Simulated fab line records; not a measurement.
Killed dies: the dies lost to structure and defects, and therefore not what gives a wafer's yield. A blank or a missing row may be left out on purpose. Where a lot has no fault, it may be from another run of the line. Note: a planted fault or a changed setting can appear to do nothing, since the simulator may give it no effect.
Check for tools in common :: flow gf180mcu :: 13 lots and 45 wafers in the sample

## WHAT PROMPTED THE OPENING
GF_VT_IMPLANT_TW_MEAS_21, reading VT_IMPLANT_2_TW: flagged on 2 of 13 lots. Fault-free wafers read 1210, with a standard deviation of 10.
Rule: a lot is flagged in two cases, either no wafer of it has a number, or all its wafers with numbers fall more than 4 standard deviations from that mean. The other lots count as sound.

lot: L235
measured: day 6 15:04
on: filmMetro-01
VT_IMPLANT_2_TW, wafer by wafer: 1214 1216 1216
flag: 

lot: L236
measured: day 6 20:07
on: filmMetro-03
VT_IMPLANT_2_TW, wafer by wafer: 1201 1206 1206
flag: 

lot: L237
measured: day 7 03:51
on: filmMetro-04
VT_IMPLANT_2_TW, wafer by wafer: 1223 1219 1214
flag: 

lot: L238
measured: day 7 09:38
on: filmMetro-01
VT_IMPLANT_2_TW, wafer by wafer: 1197 1191 1202
flag: 

lot: L239
measured: day 7 15:10
on: filmMetro-04
VT_IMPLANT_2_TW, wafer by wafer: 1215 1216 1217
flag: 

lot: L241
measured: day 8 04:46
on: filmMetro-01
VT_IMPLANT_2_TW, wafer by wafer: 1265 1272 1268 1269 1271 1268
flag: FLAGGED

lot: L240
measured: day 8 06:40
on: filmMetro-04
VT_IMPLANT_2_TW, wafer by wafer: 1226 1216 1223
flag: 

lot: L242
measured: day 8 13:16
on: filmMetro-01
VT_IMPLANT_2_TW, wafer by wafer: 1259 1271 1267 1265 1265 1267
flag: FLAGGED

lot: L250
measured: day 10 21:13
on: filmMetro-01
VT_IMPLANT_2_TW, wafer by wafer: 1204 1205 1205
flag: 

lot: L251
measured: day 11 01:58
on: filmMetro-04
VT_IMPLANT_2_TW, wafer by wafer: 1213 1211 1211
flag: 

lot: L253
measured: day 11 11:49
on: filmMetro-01
VT_IMPLANT_2_TW, wafer by wafer: 1189 1193 1197
flag: 

lot: L255
measured: day 12 02:10
on: filmMetro-04
VT_IMPLANT_2_TW, wafer by wafer: 1216 1215 1221
flag: 

lot: L256
measured: day 12 07:29
on: filmMetro-04
VT_IMPLANT_2_TW, wafer by wafer: 1212 1212 1218
flag: 
The mean of the flagged lots' numbers is 1267, +57 from the usual (+6 standard deviations).

## EACH LOT AND THE TOOL IT RAN ON
The record keeps 1 process step preceding the reading, out of 602 steps on the route. Each cell gives the tool, then ch followed by the chambers the sampled wafers passed through, then the start.
lot: L235
flag: 
GF_VT_IMPLANT_IMPLANT_19: implanter-03 ch 0, day 6 14:49

lot: L236
flag: 
GF_VT_IMPLANT_IMPLANT_19: implanter-04 ch 0, day 6 19:52

lot: L237
flag: 
GF_VT_IMPLANT_IMPLANT_19: implanter-03 ch 0, day 7 03:36

lot: L238
flag: 
GF_VT_IMPLANT_IMPLANT_19: implanter-04 ch 0, day 7 09:25

lot: L239
flag: 
GF_VT_IMPLANT_IMPLANT_19: implanter-04 ch 0, day 7 14:55

lot: L241
flag: FLAGGED
GF_VT_IMPLANT_IMPLANT_19: implanter-04 ch 0, day 8 04:32

lot: L240
flag: 
GF_VT_IMPLANT_IMPLANT_19: implanter-03 ch 0, day 8 06:26

lot: L242
flag: FLAGGED
GF_VT_IMPLANT_IMPLANT_19: implanter-04 ch 0, day 8 13:01

lot: L250
flag: 
GF_VT_IMPLANT_IMPLANT_19: implanter-02 ch 0, day 10 20:59

lot: L251
flag: 
GF_VT_IMPLANT_IMPLANT_19: implanter-03 ch 0, day 11 01:43

lot: L253
flag: 
GF_VT_IMPLANT_IMPLANT_19: implanter-02 ch 0, day 11 11:34

lot: L255
flag: 
GF_VT_IMPLANT_IMPLANT_19: implanter-02 ch 0, day 12 01:56

lot: L256
flag: 
GF_VT_IMPLANT_IMPLANT_19: implanter-02 ch 0, day 12 07:16
What is done by these steps:
- GF_VT_IMPLANT_IMPLANT_19
- GF_VT_IMPLANT_TW_MEAS_21

## FLAGGED AGAINST TOTAL, ONE TOOL AT A TIME (gauges that did the reading follow at the end)
step: GF_VT_IMPLANT_IMPLANT_19
tool: implanter-02
lots run: 4
flagged: 0
share of the flagged lots: none
sound lots run after its first flagged lot: -

step: GF_VT_IMPLANT_IMPLANT_19
tool: implanter-03
lots run: 4
flagged: 0
share of the flagged lots: none
sound lots run after its first flagged lot: -

step: GF_VT_IMPLANT_IMPLANT_19
tool: implanter-04
lots run: 5
flagged: 2
share of the flagged lots: all
sound lots run after its first flagged lot: 0

step: GF_VT_IMPLANT_TW_MEAS_21
tool: filmMetro-01
lots run: 6
flagged: 2
share of the flagged lots: all
sound lots run after its first flagged lot: 2 (L250,L253)

step: GF_VT_IMPLANT_TW_MEAS_21
tool: filmMetro-03
lots run: 1
flagged: 0
share of the flagged lots: none
sound lots run after its first flagged lot: -

step: GF_VT_IMPLANT_TW_MEAS_21
tool: filmMetro-04
lots run: 6
flagged: 0
share of the flagged lots: none
sound lots run after its first flagged lot: -

## WHAT THE TABLE PERMITS
In 2 table rows, all flagged lots were run: implanter-04 (GF_VT_IMPLANT_IMPLANT_19), filmMetro-01 (GF_VT_IMPLANT_TW_MEAS_21).
- implanter-04 at GF_VT_IMPLANT_IMPLANT_19: 2 of its 5 lots flagged. Its last sound lot is L239 (day 7 14:55), its first flagged lot L241 (day 8 04:32): a fault that began between those two fits. Its own readings lie more than 4 standard deviations out on every wafer of the flagged lots: beamEnergyKeV.
- filmMetro-01 at GF_VT_IMPLANT_TW_MEAS_21: 2 of its 6 lots flagged. After the first flagged lot (L250, L253), sound lots still ran on it; a lasting fault on the whole tool would not permit that.
What remains is a single tool, implanter-04 at GF_VT_IMPLANT_IMPLANT_19.

## WHAT WAS PUT IN BY THE SIMULATOR
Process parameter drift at GF_VT_IMPLANT_IMPLANT_19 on implanter-04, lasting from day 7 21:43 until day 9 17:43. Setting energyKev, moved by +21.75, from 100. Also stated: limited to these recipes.
Shown lots that were struck: L241, L242. The same result came from the rule above.
